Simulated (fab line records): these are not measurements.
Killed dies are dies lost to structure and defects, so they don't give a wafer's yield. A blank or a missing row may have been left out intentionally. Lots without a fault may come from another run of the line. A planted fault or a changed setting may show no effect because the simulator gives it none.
fab line records + flow sky130 + part 2 of 2: steps 25 to 33 of 33
record:
- lots: 5
- wafers: 15
- last_day: 49
route steps=708 shown LOCAL_INTERCONNECT@392 CONTACT@406
lots untouched by any fault: they come from a run of this same line in which no faults occurred
start_h: hours from the record's opening day to when the first of the lot's shown wafers began + wait_h: time in hours since the lot's previous step + " repeats the value in the row above + L1.1+2: a row that stands for several wafers + - no value, or no start given + * or withheld: withheld + < > ~ a bound
route shown NAME@n: a module of which the file shows steps, and the number in the route of the first + usual: average and standard deviation across the fault-free wafers + same: alike in all rows + chamber/n: place in a boat + sites: readings site by site + _std_site: standard deviation across them + _edge_site: inner sites' mean taken away from outer sites' mean + radius_mm: for every site, how far away it sits from the centre of the wafer + mask NAME#n: copy n + behind: the last tool/chamber to shape the wafer + hold: the reason the lot was held/the length of the hold in hours/how it ended + device: the transistor (n, p or np) that didn't switch + end of line: tests of these same wafers at the route's end + a step without rows: its recipe alone + killed: the dies lost at the first sort to structure and to defects; this is not the yield of the wafer + map: per-die view of a wafer (x killed, . not killed, _ where there is no die)
set.NAME: the run value of the setting; set.NAME@STEP: its run value at that earlier step + model.NAME: the simulator's own value behind a step, which no gauge read
lots at some steps of the route; a table a step, a row a wafer
services: from which hour (start_h, from the record's first day; less than 0 if before it) a tool's chamber was out of use, for how many hours, and why
== steps ==
step: SKY_CONTACT_SOFTBAKE_10
recipe:
- temp_c: 100
- time_s: 90
- resist: KrF-thick
usual:
- exhaust_pa: 45.0/0.95
- heater_power_total_W: 57.37/0.12
| lot.wafer | tool           | chamber | start_h | wait_h | exhaust_pa | heater_power_total_W |
|-----------|----------------|---------|---------|--------|------------|----------------------|
| L078.1    | litho_track-01 | 0       | -       | -      | 42.8       | 57.29                |
| L078.2    | "              | 0       | "       | "      | 44.2       | 57.43                |
| L078.5    | "              | 0       | "       | "      | 43.7       | 57.53                |
| L080.1    | litho_track-04 | 0       | -       | -      | 44.9       | 57.31                |
| L080.4    | "              | 0       | "       | "      | 44.8       | 57.33                |
| L080.5    | "              | 0       | "       | "      | 43.9       | 57.48                |
| L082.1    | litho_track-04 | 0       | -       | -      | 45.3       | 57.27                |
| L082.2    | "              | 0       | "       | "      | 46.7       | 57.38                |
| L082.6    | "              | 0       | "       | "      | 46.7       | 57.24                |
| L088.1    | litho_track-03 | 0       | -       | -      | 47.5       | 57.34                |
| L088.2    | "              | 0       | "       | "      | 45.8       | 57.51                |
| L088.6    | "              | 0       | "       | "      | 45.2       | 57.43                |
| L091.3    | litho_track-03 | 0       | -       | -      | 45.0       | 57.49                |
| L091.4    | "              | 0       | "       | "      | 44.9       | 57.27                |
| L091.5    | "              | 0       | "       | "      | 44.2       | 57.35                |
step: SKY_CONTACT_EXPOSE_11
recipe:
- mask_id: CTM1
- na: 0.8
- source_shape: annular
- sigma_inner: 0.55
- sigma_outer: 0.85
- target_cd_nm: 170
- dose_mj: 38
usual:
- exposure_dose_mJ_cm2: 37.99/0.039
| lot.wafer | tool           | chamber | start_h | wait_h | mask   | exposure_dose_mJ_cm2 |
|-----------|----------------|---------|---------|--------|--------|----------------------|
| L078.1    | krf_scanner-02 | 0       | -       | -      | CTM1#0 | 37.99                |
| L078.2    | "              | 0       | "       | "      | CTM1#0 | 37.99                |
| L078.5    | "              | 0       | "       | "      | CTM1#0 | 37.95                |
| L080.1    | krf_scanner-01 | 0       | -       | -      | CTM1#0 | 38.01                |
| L080.4    | "              | 0       | "       | "      | CTM1#0 | 37.98                |
| L080.5    | "              | 0       | "       | "      | CTM1#0 | 37.99                |
| L082.1    | krf_scanner-02 | 0       | -       | -      | CTM1#0 | 38.00                |
| L082.2    | "              | 0       | "       | "      | CTM1#0 | 37.98                |
| L082.6    | "              | 0       | "       | "      | CTM1#0 | 37.93                |
| L088.1    | krf_scanner-01 | 0       | -       | -      | CTM1#0 | 37.99                |
| L088.2    | "              | 0       | "       | "      | CTM1#0 | 38.03                |
| L088.6    | "              | 0       | "       | "      | CTM1#0 | 38.05                |
| L091.3    | krf_scanner-01 | 0       | -       | -      | CTM1#0 | 37.99                |
| L091.4    | "              | 0       | "       | "      | CTM1#0 | 37.98                |
| L091.5    | "              | 0       | "       | "      | CTM1#0 | 37.97                |
step: SKY_CONTACT_PEB_12
recipe:
- peb_temp_c: withheld
- peb_time_s: withheld
- resist: KrF-thick
usual:
- exhaust_pa: 45.1/0.88
| lot.wafer | tool           | chamber | start_h | wait_h | exhaust_pa |
|-----------|----------------|---------|---------|--------|------------|
| L078.1    | litho_track-01 | 0       | -       | -      | 44.4       |
| L078.2    | "              | 0       | "       | "      | 45.0       |
| L078.5    | "              | 0       | "       | "      | 45.2       |
| L080.1    | litho_track-04 | 0       | -       | -      | 44.7       |
| L080.4    | "              | 0       | "       | "      | 45.0       |
| L080.5    | "              | 0       | "       | "      | 45.7       |
| L082.1    | litho_track-03 | 0       | -       | -      | 44.7       |
| L082.2    | "              | 0       | "       | "      | 44.7       |
| L082.6    | "              | 0       | "       | "      | 44.5       |
| L088.1    | litho_track-01 | 0       | -       | -      | 45.6       |
| L088.2    | "              | 0       | "       | "      | 46.1       |
| L088.6    | "              | 0       | "       | "      | 47.1       |
| L091.3    | litho_track-04 | 0       | -       | -      | 44.5       |
| L091.4    | "              | 0       | "       | "      | 45.2       |
| L091.5    | "              | 0       | "       | "      | 45.4       |
step: SKY_CONTACT_DEVELOP_13
recipe:
- develop_time_s: 60
- resist: KrF-thick
- dev_temp_c: 21
usual:
- developer_temp_C: 20.99/0.1
- exhaust_pa: 45.0/1
| lot.wafer | tool           | chamber | start_h | wait_h | developer_temp_C | exhaust_pa |
|-----------|----------------|---------|---------|--------|------------------|------------|
| L078.1    | litho_track-01 | 0       | -       | -      | 20.80            | 43.4       |
| L078.2    | "              | 0       | "       | "      | 20.88            | 41.9       |
| L078.5    | "              | 0       | "       | "      | 20.99            | 43.0       |
| L080.1    | litho_track-04 | 0       | -       | -      | 20.92            | 44.3       |
| L080.4    | "              | 0       | "       | "      | 21.09            | 44.5       |
| L080.5    | "              | 0       | "       | "      | 20.99            | 45.3       |
| L082.1    | litho_track-03 | 0       | -       | -      | 21.17            | 44.0       |
| L082.2    | "              | 0       | "       | "      | 20.97            | 45.5       |
| L082.6    | "              | 0       | "       | "      | 21.09            | 47.0       |
| L088.1    | litho_track-01 | 0       | -       | -      | 21.07            | 45.2       |
| L088.2    | "              | 0       | "       | "      | 20.86            | 46.1       |
| L088.6    | "              | 0       | "       | "      | 21.05            | 45.8       |
| L091.3    | litho_track-04 | 0       | -       | -      | 21.25            | 46.1       |
| L091.4    | "              | 0       | "       | "      | 21.08            | 45.4       |
| L091.5    | "              | 0       | "       | "      | 21.06            | 46.4       |
step: SKY_CONTACT_CD_MEAS_14
recipe:
- target_cd_nm: 170
usual:
- cd_nm: 170.0/1.5
| lot.wafer | tool      | chamber | start_h | wait_h | cd_nm |
|-----------|-----------|---------|---------|--------|-------|
| L078.1    | cd_sem-01 | -       | 772.52  | -      | 170.5 |
| L078.2    | "         | -       | "       | "      | 171.0 |
| L078.5    | "         | -       | "       | "      | 172.0 |
| L080.1    | cd_sem-01 | -       | 787.51  | -      | 169.4 |
| L080.4    | "         | -       | "       | "      | 169.5 |
| L080.5    | "         | -       | "       | "      | 169.7 |
| L082.1    | cd_sem-02 | -       | 797.66  | -      | 171.2 |
| L082.2    | "         | -       | "       | "      | 171.8 |
| L082.6    | "         | -       | "       | "      | 172.0 |
| L088.1    | cd_sem-02 | -       | 851.77  | -      | 168.2 |
| L088.2    | "         | -       | "       | "      | 168.2 |
| L088.6    | "         | -       | "       | "      | 169.7 |
| L091.3    | cd_sem-02 | -       | 866.15  | -      | 170.9 |
| L091.4    | "         | -       | "       | "      | 171.1 |
| L091.5    | "         | -       | "       | "      | 170.0 |
step: SKY_CONTACT_OVL_MEAS_15
usual:
- CONTACT_OVL: -2/5.9
| lot.wafer | tool       | chamber | start_h | wait_h | CONTACT_OVL[nm] |
|-----------|------------|---------|---------|--------|-----------------|
| L078.1    | overlay-02 | -       | 772.64  | 0.1    | -9              |
| L078.2    | "          | -       | "       | "      | -6              |
| L078.5    | "          | -       | "       | "      | -2              |
| L080.1    | overlay-02 | -       | 787.63  | 0.1    | -2              |
| L080.4    | "          | -       | "       | "      | 0               |
| L080.5    | "          | -       | "       | "      | 0               |
| L082.1    | overlay-01 | -       | 797.78  | 0.1    | 3               |
| L082.2    | "          | -       | "       | "      | 8               |
| L082.6    | "          | -       | "       | "      | 6               |
| L088.1    | overlay-01 | -       | 851.89  | 0.1    | 2               |
| L088.2    | "          | -       | "       | "      | 5               |
| L088.6    | "          | -       | "       | "      | 3               |
| L091.3    | overlay-02 | -       | 866.24  | 0.1    | -6              |
| L091.4    | "          | -       | "       | "      | 6               |
| L091.5    | "          | -       | "       | "      | -5              |
step: SKY_CONTACT_ETCH_16
recipe:
- chemistry: N2/H2
- target: BARC
- ion_energy_ev: 200
- source_w: 500
- bias_w: 100
- pressure_mtorr: 30
- n2_flow_sccm: 100
- h2_flow_sccm: 200
- stop_on: SiO2
- time_s: 45.9
- target_depth_a: 600
usual:
- drypump_motor_current_A: 5.9/0.44
- oes_product_au: 0.855/0.0045
- throttle_valve_pct: 13.224/0.0097
| lot.wafer | tool        | chamber | start_h | wait_h | drypump_motor_current_A | oes_product_au | rf_hours_counter_h | throttle_valve_pct |
|-----------|-------------|---------|---------|--------|-------------------------|----------------|--------------------|--------------------|
| L078.1    | rie_diel-04 | 2       | 772.67  | 0.0    | 6.7                     | 0.856          | 37                 | 13.234             |
| L078.2    | "           | 3       | "       | "      | 5.8                     | 0.857          | 9                  | 13.241             |
| L078.5    | "           | 2       | "       | "      | 6.7                     | 0.861          | -                  | 13.214             |
| L080.1    | rie_diel-03 | 3       | 787.66  | 0.0    | 6.1                     | 0.854          | 9                  | 13.215             |
| L080.4    | "           | 0       | "       | "      | 5.3                     | 0.853          | 15                 | 13.224             |
| L080.5    | "           | 1       | "       | "      | 6.0                     | 0.850          | -                  | 13.239             |
| L082.1    | rie_diel-02 | 0       | 797.82  | 0.0    | 6.0                     | 0.847          | 3                  | 13.229             |
| L082.2    | "           | 1       | "       | "      | 5.2                     | 0.843          | 6                  | 13.209             |
| L082.6    | "           | 2       | "       | "      | 6.5                     | 0.853          | -                  | 13.228             |
| L088.1    | rie_diel-04 | 0       | 851.92  | 0.0    | 5.7                     | 0.866          | 14                 | 13.223             |
| L088.2    | "           | 1       | "       | "      | 5.7                     | 0.854          | 4                  | 13.234             |
| L088.6    | "           | 2       | "       | "      | 6.7                     | 0.861          | -                  | 13.229             |
| L091.3    | rie_diel-03 | 0       | 866.26  | 0.0    | 5.3                     | 0.856          | 18                 | 13.220             |
| L091.4    | "           | 3       | "       | "      | 6.1                     | 0.849          | -                  | 13.213             |
| L091.5    | "           | 1       | "       | "      | 6.0                     | 0.852          | -                  | 13.225             |
step: SKY_CONTACT_ETCH_17
recipe:
- target: SiO2
- chemistry: C4F8/O2/Ar
- stop_on: Si3N4
- mask_material: KrF-thick
- source_w: 1500
- bias_w: 1200
- pressure_mtorr: 40
- c4f8_flow_sccm: withheld
- O2_flow_sccm: 6
- Ar_flow_sccm: 300
- time_s: withheld
- target_depth_a: 3400
usual:
- oes_product_au: 0.892/0.0046
| lot.wafer | tool        | chamber | start_h | wait_h | oes_product_au |
|-----------|-------------|---------|---------|--------|----------------|
| L078.1    | rie_diel-04 | 2       | 772.71  | 0.0    | 0.897          |
| L078.2    | "           | 3       | "       | "      | 0.896          |
| L078.5    | "           | 2       | "       | "      | 0.895          |
| L080.1    | rie_diel-03 | 3       | 787.70  | 0.0    | 0.897          |
| L080.4    | "           | 0       | "       | "      | 0.898          |
| L080.5    | "           | 1       | "       | "      | 0.892          |
| L082.1    | rie_diel-02 | 0       | 797.86  | 0.0    | 0.889          |
| L082.2    | "           | 1       | "       | "      | 0.892          |
| L082.6    | "           | 2       | "       | "      | 0.894          |
| L088.1    | rie_diel-04 | 0       | 851.96  | 0.0    | 0.895          |
| L088.2    | "           | 1       | "       | "      | 0.885          |
| L088.6    | "           | 2       | "       | "      | 0.891          |
| L091.3    | rie_diel-03 | 0       | 866.30  | 0.0    | 0.889          |
| L091.4    | "           | 3       | "       | "      | 0.883          |
| L091.5    | "           | 1       | "       | "      | 0.887          |
step: SKY_CONTACT_ETCH_18
recipe:
- target: Si3N4
- chemistry: CHF3/O2
- stop_on: TiN
- source_w: 600
- bias_w: 200
- pressure_mtorr: 40
- chf3_flow_sccm: 50
- O2_flow_sccm: 5
- time_s: 39
- target_depth_a: 750
usual:
- drypump_motor_current_A: 5.9/0.43
- oes_product_au: 0.854/0.0076
- throttle_valve_pct: 8.793/0.009
| lot.wafer | tool        | chamber | start_h | wait_h | drypump_motor_current_A | oes_product_au | rf_hours_counter_h | throttle_valve_pct |
|-----------|-------------|---------|---------|--------|-------------------------|----------------|--------------------|--------------------|
| L078.1    | rie_diel-04 | 2       | -       | -      | 6.6                     | 0.853          | 37                 | 8.804              |
| L078.2    | "           | 3       | "       | "      | 5.8                     | 0.855          | 9                  | 8.789              |
| L078.5    | "           | 2       | "       | "      | 6.7                     | 0.858          | -                  | 8.815              |
| L080.1    | rie_diel-03 | 3       | -       | -      | 6.1                     | 0.847          | 9                  | 8.804              |
| L080.4    | "           | 0       | "       | "      | 5.3                     | 0.851          | 15                 | 8.793              |
| L080.5    | "           | 1       | "       | "      | 6.0                     | 0.867          | -                  | 8.788              |
| L082.1    | rie_diel-02 | 0       | -       | -      | 6.0                     | 0.855          | 3                  | 8.793              |
| L082.2    | "           | 1       | "       | "      | 5.2                     | 0.858          | 6                  | 8.789              |
| L082.6    | "           | 2       | "       | "      | 6.5                     | 0.853          | -                  | 8.790              |
| L088.1    | rie_diel-04 | 0       | -       | -      | 5.7                     | 0.839          | 15                 | 8.792              |
| L088.2    | "           | 1       | "       | "      | 5.7                     | 0.853          | 4                  | 8.802              |
| L088.6    | "           | 2       | "       | "      | 6.6                     | 0.866          | -                  | 8.799              |
| L091.3    | rie_diel-03 | 0       | -       | -      | 5.3                     | 0.845          | 18                 | 8.802              |
| L091.4    | "           | 3       | "       | "      | 6.1                     | 0.861          | -                  | 8.796              |
| L091.5    | "           | 1       | "       | "      | 6.0                     | 0.858          | -                  | 8.797              |
== services ==
| tool            | chamber | start_h | hours | kind   |
|-----------------|---------|---------|-------|--------|
| pecvd-04        | -       | 715.56  | 14.6  | pm     |
| krf_scanner-02  | -       | 734.75  | 1.5   | repair |
| rie_diel-02     | 0       | 747.24  | 5.0   | repair |
| pecvd-01        | -       | 752.05  | 0.7   | repair |
| plasma_asher-02 | -       | 758.76  | 0.7   | repair |
| krf_scanner-01  | -       | 763.27  | 0.8   | pm     |
| hdpcvd-01       | 0       | 765.60  | 6.8   | repair |
| rie_metal-01    | -       | 799.70  | 0.2   | repair |
| krf_scanner-02  | -       | 805.34  | 50.5  | repair |
| krf_scanner-02  | -       | 812.69  | 4.3   | repair |
| hdpcvd-01       | -       | 817.18  | 0.4   | repair |
| rie_diel-04     | 0       | 817.50  | 3.2   | repair |
| wet_bench-02    | -       | 843.57  | 34.3  | repair |
| rie_diel-03     | 2       | 845.24  | 3.2   | repair |
| rie_diel-04     | -       | 846.25  | 0.6   | repair |
| krf_scanner-02  | -       | 850.40  | 0.3   | repair |
| krf_scanner-02  | -       | 855.82  | 0.8   | pm     |
| cmp-02          | -       | 856.57  | 5.7   | pm     |
| krf_scanner-01  | -       | 856.57  | 3.6   | pm     |
| krf_scanner-01  | -       | 860.13  | 1.0   | pm     |
| krf_scanner-02  | -       | 861.13  | 1.0   | pm     |
| krf_scanner-01  | -       | 862.18  | 1.3   | pm     |
| krf_scanner-02  | -       | 863.80  | 0.6   | repair |
| krf_scanner-02  | -       | 864.38  | 4.4   | pm     |
